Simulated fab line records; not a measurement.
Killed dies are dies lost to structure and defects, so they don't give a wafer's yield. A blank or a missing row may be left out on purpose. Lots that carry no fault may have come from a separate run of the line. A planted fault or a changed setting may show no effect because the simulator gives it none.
Which tool is to blame? || flow gf180mcu || 14 wafers from 6 lots sampled at 4 of the route's 602 steps

== WHAT THE GAUGES READ, wafer by wafer ==
GF_V2_RS_MEAS_24: the measuring method here is four-point-probe.
{"lot": "L860", "measured": "day 20 14:43", "on": "film_metro-04", "V2_W_RS (ohm/sq)": "0.309 0.314 0.310"}
{"lot": "L863", "measured": "day 22 08:01", "on": "film_metro-02", "V2_W_RS (ohm/sq)": "0.314 0.311 0.313"}
{"lot": "L867", "measured": "day 23 13:28", "on": "film_metro-02", "V2_W_RS (ohm/sq)": "0.316 0.314 0.317"}
{"lot": "L871", "measured": "day 24 18:04", "on": "film_metro-04", "V2_W_RS (ohm/sq)": 0.325}
{"lot": "L873", "measured": "day 25 06:20", "on": "film_metro-02", "V2_W_RS (ohm/sq)": 0.324}
{"lot": "L877", "measured": "day 26 13:58", "on": "film_metro-02", "V2_W_RS (ohm/sq)": "0.313 0.312 0.316"}

== WHAT TOOL EACH LOT RAN ON (gives the tool, then ch and the chambers of the sampled wafers, and finally the start) ==
{"lot": "L860", "GF_M2_SPUTTER_03": "pvd_sputter-01, day 18 11:48", "GF_M2_STRIP_17": "plasma_asher-01 ch 0,1, day 19 12:16", "GF_V2_CVD_23": "cvd_w-02 ch 0,1, day 20 14:36"}
{"lot": "L863", "GF_M2_SPUTTER_03": "pvd_sputter-01, day 20 05:20", "GF_M2_STRIP_17": "plasma_asher-01 ch 0,1, day 21 06:01", "GF_V2_CVD_23": "cvd_w-02 ch 0,1, day 22 07:53"}
{"lot": "L867", "GF_M2_SPUTTER_03": "pvd_sputter-03, day 21 11:05", "GF_M2_STRIP_17": "plasma_asher-02 ch 0,1, day 22 11:41", "GF_V2_CVD_23": "cvd_w-02 ch 0,1, day 23 13:20"}
{"lot": "L871", "GF_M2_SPUTTER_03": "pvd_sputter-01, day 22 16:44", "GF_M2_STRIP_17": "plasma_asher-02 ch 1, day 23 16:47", "GF_V2_CVD_23": "cvd_w-01 ch 0, day 24 17:57"}
{"lot": "L873", "GF_M2_SPUTTER_03": "pvd_sputter-02, day 23 07:58", "GF_M2_STRIP_17": "plasma_asher-01 ch 1, day 24 06:25", "GF_V2_CVD_23": "cvd_w-01 ch 0, day 25 06:12"}
{"lot": "L877", "GF_M2_SPUTTER_03": "pvd_sputter-03, day 24 16:26", "GF_M2_STRIP_17": "plasma_asher-01 ch 0,1, day 25 14:32", "GF_V2_CVD_23": "cvd_w-02 ch 0,1, day 26 13:51"}
- GF_M2_SPUTTER_03: material Ti, target thk 10 nm, time 6.7 s.
- GF_M2_STRIP_17: strips in O2/N2.
- GF_V2_CVD_23: deposits W, target thk 350 nm, time 104.94 s.

== THE ANSWER, worked out from the rows above alone ==
Rule: the usual values come from the lots themselves. Put in order of their means at a reading, lots are off if they are a third of the lots or fewer, leave a main group of 4 or more, and stand apart from it by a gap of 3 or more times the standard deviation of the main group's means; of several such gaps the widest counts. The tables above print the reading to a certain number of digits; a main group whose means all agree to those digits is not used. Also off: a lot with no number at a reading for which 4 or more lots have one. All remaining lots with rows at the step are treated as sound.
Off: L871, L873, seen at GF_V2_RS_MEAS_24 (V2_W_RS). Main group: mean 0.313 ohm/sq, sd 0.0017.
If a tool, at a process step before that reading, ran all the lots that are off and no sound lot after the first of them, it fits. Gauges at GF_V2_RS_MEAS_24: tried the same way as those tools. One fits: cvd_w-01 at GF_V2_CVD_23. It ran no sound lot before its first lot that is off in this sample, so the start can't be narrowed down.

== WHAT WAS PUT IN BY THE SIMULATOR ==
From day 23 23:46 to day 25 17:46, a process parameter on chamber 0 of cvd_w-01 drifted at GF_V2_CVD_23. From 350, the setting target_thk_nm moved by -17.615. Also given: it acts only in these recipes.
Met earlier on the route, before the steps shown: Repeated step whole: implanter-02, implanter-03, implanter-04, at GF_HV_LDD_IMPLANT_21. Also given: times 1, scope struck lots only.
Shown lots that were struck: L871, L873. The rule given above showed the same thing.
